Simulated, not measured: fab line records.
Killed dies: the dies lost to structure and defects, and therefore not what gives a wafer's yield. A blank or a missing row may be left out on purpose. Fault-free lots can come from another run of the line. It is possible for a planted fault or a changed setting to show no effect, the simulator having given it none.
The tool behind it: which one? || flow sky130 || 14 lots, 42 wafers sampled, at 3 steps of a route of 708

== WHAT THE GAUGES READ, wafer by wafer ==
SKY_CONTACT_OVL_MEAS_15. Usual: CONTACT_OVL 2 nm, standard deviation 5.2.
{"lot": "L564", "measured": "day 31 20:44", "on": "overlay-01", "CONTACT_OVL (nm)": "-2 -10 -8", "flag": ""}
{"lot": "L567", "measured": "day 32 14:37", "on": "overlay-02", "CONTACT_OVL (nm)": "0 11 -2", "flag": ""}
{"lot": "L568", "measured": "day 33 04:05", "on": "overlay-01", "CONTACT_OVL (nm)": "-5 -6 6", "flag": ""}
{"lot": "L569", "measured": "day 33 15:37", "on": "overlay-01", "CONTACT_OVL (nm)": "2 1 6", "flag": ""}
{"lot": "L570", "measured": "day 33 23:02", "on": "overlay-01", "CONTACT_OVL (nm)": "3 7 3", "flag": ""}
{"lot": "L571", "measured": "day 34 09:28", "on": "overlay-02", "CONTACT_OVL (nm)": "-5 -13 -3", "flag": ""}
{"lot": "L572", "measured": "day 34 19:38", "on": "overlay-01", "CONTACT_OVL (nm)": "5 4 6", "flag": ""}
{"lot": "L573", "measured": "day 34 17:05", "on": "overlay-01", "CONTACT_OVL (nm)": "6 7 -6", "flag": ""}
{"lot": "L576", "measured": "day 35 22:14", "on": "overlay-02", "CONTACT_OVL (nm)": "2 0 5", "flag": ""}
{"lot": "L577", "measured": "day 36 06:32", "on": "overlay-02", "CONTACT_OVL (nm)": "6 2 7", "flag": ""}
{"lot": "L583", "measured": "day 37 19:02", "on": "overlay-01", "CONTACT_OVL (nm)": "-5 0 -8", "flag": ""}
{"lot": "L584", "measured": "day 38 02:05", "on": "overlay-01", "CONTACT_OVL (nm)": "-8 -6 -11", "flag": ""}
{"lot": "L585", "measured": "day 38 05:59", "on": "overlay-02", "CONTACT_OVL (nm)": "4 8 8", "flag": ""}
{"lot": "L586", "measured": "day 38 10:12", "on": "overlay-02", "CONTACT_OVL (nm)": "14 3 7", "flag": ""}

== WHAT TOOL EACH LOT RAN ON (gives the tool, then ch and the chambers of the sampled wafers, and finally the start) ==
{"lot": "L564", "SKY_NWELL_DEVELOP_09": "lithoTrack-02 ch 0, day 4 18:00", "SKY_NWELL_STRIP_25": "plasmaAsher-03 ch 0,1, day 5 13:11"}
{"lot": "L567", "SKY_NWELL_DEVELOP_09": "lithoTrack-04 ch 0, day 5 11:00", "SKY_NWELL_STRIP_25": "plasmaAsher-02 ch 0,1, day 6 06:20"}
{"lot": "L568", "SKY_NWELL_DEVELOP_09": "lithoTrack-01 ch 0, day 5 19:00", "SKY_NWELL_STRIP_25": "plasmaAsher-03 ch 0,1, day 6 15:17"}
{"lot": "L569", "SKY_NWELL_DEVELOP_09": "lithoTrack-04 ch 0, day 5 21:00", "SKY_NWELL_STRIP_25": "plasmaAsher-02 ch 0, day 6 17:35"}
{"lot": "L570", "SKY_NWELL_DEVELOP_09": "lithoTrack-04 ch 0, day 6 06:00", "SKY_NWELL_STRIP_25": "plasmaAsher-01 ch 0,1, day 7 02:38"}
{"lot": "L571", "SKY_NWELL_DEVELOP_09": "lithoTrack-02 ch 0, day 6 12:00", "SKY_NWELL_STRIP_25": "plasmaAsher-03 ch 0,1, day 7 08:11"}
{"lot": "L572", "SKY_NWELL_DEVELOP_09": "lithoTrack-04 ch 0, day 6 20:00", "SKY_NWELL_STRIP_25": "plasmaAsher-02 ch 0,1, day 7 17:38"}
{"lot": "L573", "SKY_NWELL_DEVELOP_09": "lithoTrack-01 ch 0, day 6 22:00", "SKY_NWELL_STRIP_25": "plasmaAsher-03 ch 0,1, day 7 18:29"}
{"lot": "L576", "SKY_NWELL_DEVELOP_09": "lithoTrack-02, day 7 16:00", "SKY_NWELL_STRIP_25": "plasmaAsher-02 ch 0,1, day 8 14:14"}
{"lot": "L577", "SKY_NWELL_DEVELOP_09": "lithoTrack-04, day 7 22:00", "SKY_NWELL_STRIP_25": "plasmaAsher-02 ch 0,1, day 8 18:32"}
{"lot": "L583", "SKY_NWELL_DEVELOP_09": "lithoTrack-04 ch 0, day 9 07:00", "SKY_NWELL_STRIP_25": "plasmaAsher-02 ch 0,1, day 10 06:50"}
{"lot": "L584", "SKY_NWELL_DEVELOP_09": "lithoTrack-01 ch 0, day 9 14:00", "SKY_NWELL_STRIP_25": "plasmaAsher-01 ch 0,1, day 10 13:29"}
{"lot": "L585", "SKY_NWELL_DEVELOP_09": "lithoTrack-02 ch 0, day 9 19:00", "SKY_NWELL_STRIP_25": "plasmaAsher-02 ch 0,1, day 10 18:41"}
{"lot": "L586", "SKY_NWELL_DEVELOP_09": "lithoTrack-04 ch 0, day 9 23:00", "SKY_NWELL_STRIP_25": "plasmaAsher-02 ch 0,1, day 10 22:05"}
- SKY_NWELL_DEVELOP_09: develop time 60 s.
- SKY_NWELL_STRIP_25: strips in O2/N2.

== AS READ BY THE TOOLS THEMSELVES (means over the sampled wafers that have a number; for cases with no such wafer, the mark the record gives instead) ==
SKY_NWELL_DEVELOP_09. Usual: chillPlateTempC 22.98 C, standard deviation 0.1; exhaustPa 45.0 Pa, standard deviation 0.86.
{"lot": "L564", "tool": "lithoTrack-02", "chillPlateTempC (C)": 22.91, "exhaustPa (Pa)": 44.3, "flag": ""}
{"lot": "L567", "tool": "lithoTrack-04", "chillPlateTempC (C)": 22.95, "exhaustPa (Pa)": 45.6, "flag": ""}
{"lot": "L568", "tool": "lithoTrack-01", "chillPlateTempC (C)": 23.13, "exhaustPa (Pa)": 45.9, "flag": ""}
{"lot": "L569", "tool": "lithoTrack-04", "chillPlateTempC (C)": 23.03, "exhaustPa (Pa)": 44.7, "flag": ""}
{"lot": "L570", "tool": "lithoTrack-04", "chillPlateTempC (C)": 23.04, "exhaustPa (Pa)": 45.8, "flag": ""}
{"lot": "L571", "tool": "lithoTrack-02", "chillPlateTempC (C)": 22.94, "exhaustPa (Pa)": 44.7, "flag": ""}
{"lot": "L572", "tool": "lithoTrack-04", "chillPlateTempC (C)": 23.04, "exhaustPa (Pa)": 44.1, "flag": ""}
{"lot": "L573", "tool": "lithoTrack-01", "chillPlateTempC (C)": 22.89, "exhaustPa (Pa)": 44.6, "flag": ""}
{"lot": "L576", "tool": "lithoTrack-02", "chillPlateTempC (C)": "-", "exhaustPa (Pa)": "-", "flag": "OFF"}
{"lot": "L577", "tool": "lithoTrack-04", "chillPlateTempC (C)": "-", "exhaustPa (Pa)": "-", "flag": "OFF"}
{"lot": "L583", "tool": "lithoTrack-04", "chillPlateTempC (C)": 23.01, "exhaustPa (Pa)": 45.3, "flag": ""}
{"lot": "L584", "tool": "lithoTrack-01", "chillPlateTempC (C)": 22.92, "exhaustPa (Pa)": 44.9, "flag": ""}
{"lot": "L585", "tool": "lithoTrack-02", "chillPlateTempC (C)": 22.96, "exhaustPa (Pa)": 44.9, "flag": ""}
{"lot": "L586", "tool": "lithoTrack-04", "chillPlateTempC (C)": 22.98, "exhaustPa (Pa)": 44.1, "flag": ""}

SKY_NWELL_STRIP_25. Usual: drypumpMotorCurrentA 5.7 A, standard deviation 0.37; n2FlowSccm 300.1 sccm, standard deviation 0.89; oesProductAu 0.722 a.u., standard deviation 0.005; stripTimeToEndpointS 36.90 s, standard deviation 0.12.
{"lot": "L564", "tool": "plasmaAsher-03", "drypumpMotorCurrentA (A)": 5.7, "n2FlowSccm (sccm)": 299.5, "oesProductAu (a.u.)": 0.722, "stripTimeToEndpointS (s)": 36.95, "flag": ""}
{"lot": "L567", "tool": "plasmaAsher-02", "drypumpMotorCurrentA (A)": 5.5, "n2FlowSccm (sccm)": 300.2, "oesProductAu (a.u.)": 0.719, "stripTimeToEndpointS (s)": 36.71, "flag": ""}
{"lot": "L568", "tool": "plasmaAsher-03", "drypumpMotorCurrentA (A)": 6.0, "n2FlowSccm (sccm)": 300.4, "oesProductAu (a.u.)": 0.726, "stripTimeToEndpointS (s)": 36.99, "flag": ""}
{"lot": "L569", "tool": "plasmaAsher-02", "drypumpMotorCurrentA (A)": 5.4, "n2FlowSccm (sccm)": 300.8, "oesProductAu (a.u.)": 0.726, "stripTimeToEndpointS (s)": 36.82, "flag": ""}
{"lot": "L570", "tool": "plasmaAsher-01", "drypumpMotorCurrentA (A)": 5.9, "n2FlowSccm (sccm)": 299.7, "oesProductAu (a.u.)": 0.724, "stripTimeToEndpointS (s)": 36.85, "flag": ""}
{"lot": "L571", "tool": "plasmaAsher-03", "drypumpMotorCurrentA (A)": 6.0, "n2FlowSccm (sccm)": 300.8, "oesProductAu (a.u.)": 0.722, "stripTimeToEndpointS (s)": 36.89, "flag": ""}
{"lot": "L572", "tool": "plasmaAsher-02", "drypumpMotorCurrentA (A)": 5.5, "n2FlowSccm (sccm)": 299.9, "oesProductAu (a.u.)": 0.725, "stripTimeToEndpointS (s)": 37.06, "flag": ""}
{"lot": "L573", "tool": "plasmaAsher-03", "drypumpMotorCurrentA (A)": 5.7, "n2FlowSccm (sccm)": 299.0, "oesProductAu (a.u.)": 0.722, "stripTimeToEndpointS (s)": 37.01, "flag": ""}
{"lot": "L576", "tool": "plasmaAsher-02", "drypumpMotorCurrentA (A)": 5.5, "n2FlowSccm (sccm)": 301.2, "oesProductAu (a.u.)": 0.717, "stripTimeToEndpointS (s)": 36.81, "flag": ""}
{"lot": "L577", "tool": "plasmaAsher-02", "drypumpMotorCurrentA (A)": 5.5, "n2FlowSccm (sccm)": 300.0, "oesProductAu (a.u.)": 0.718, "stripTimeToEndpointS (s)": 37.03, "flag": ""}
{"lot": "L583", "tool": "plasmaAsher-02", "drypumpMotorCurrentA (A)": 5.6, "n2FlowSccm (sccm)": 299.3, "oesProductAu (a.u.)": 0.721, "stripTimeToEndpointS (s)": 37.06, "flag": ""}
{"lot": "L584", "tool": "plasmaAsher-01", "drypumpMotorCurrentA (A)": 5.8, "n2FlowSccm (sccm)": 300.0, "oesProductAu (a.u.)": 0.721, "stripTimeToEndpointS (s)": 36.77, "flag": ""}
{"lot": "L585", "tool": "plasmaAsher-02", "drypumpMotorCurrentA (A)": 5.5, "n2FlowSccm (sccm)": 300.1, "oesProductAu (a.u.)": 0.726, "stripTimeToEndpointS (s)": 36.95, "flag": ""}
{"lot": "L586", "tool": "plasmaAsher-02", "drypumpMotorCurrentA (A)": 5.6, "n2FlowSccm (sccm)": 300.3, "oesProductAu (a.u.)": 0.725, "stripTimeToEndpointS (s)": 36.75, "flag": ""}

== THE ANSWER, worked out from the rows above alone ==
Rule: a lot counts as off when the mean over its wafers that have a number is more than 3 standard deviations away from the usual mean. Also off: a lot with no number at a reading for which 4 or more lots have one. Any other lot the step has rows for is counted as sound. After the gauges, taken in route order, come the tools' own readings; for these a lot's mean is taken, as printed above. At the first step where some lot is off, the reading lying furthest off is the one used; lots without a number count as furthest.
Off, at SKY_NWELL_DEVELOP_09 on chillPlateTempC: L576, L577. Without a number there: L576, L577.
A tool fits if, at that step or a process step before it, it ran every lot that is off, and no sound lot after the first of them. Not one of the candidates tried fits.

== WHAT THE SIMULATOR PUT IN ==
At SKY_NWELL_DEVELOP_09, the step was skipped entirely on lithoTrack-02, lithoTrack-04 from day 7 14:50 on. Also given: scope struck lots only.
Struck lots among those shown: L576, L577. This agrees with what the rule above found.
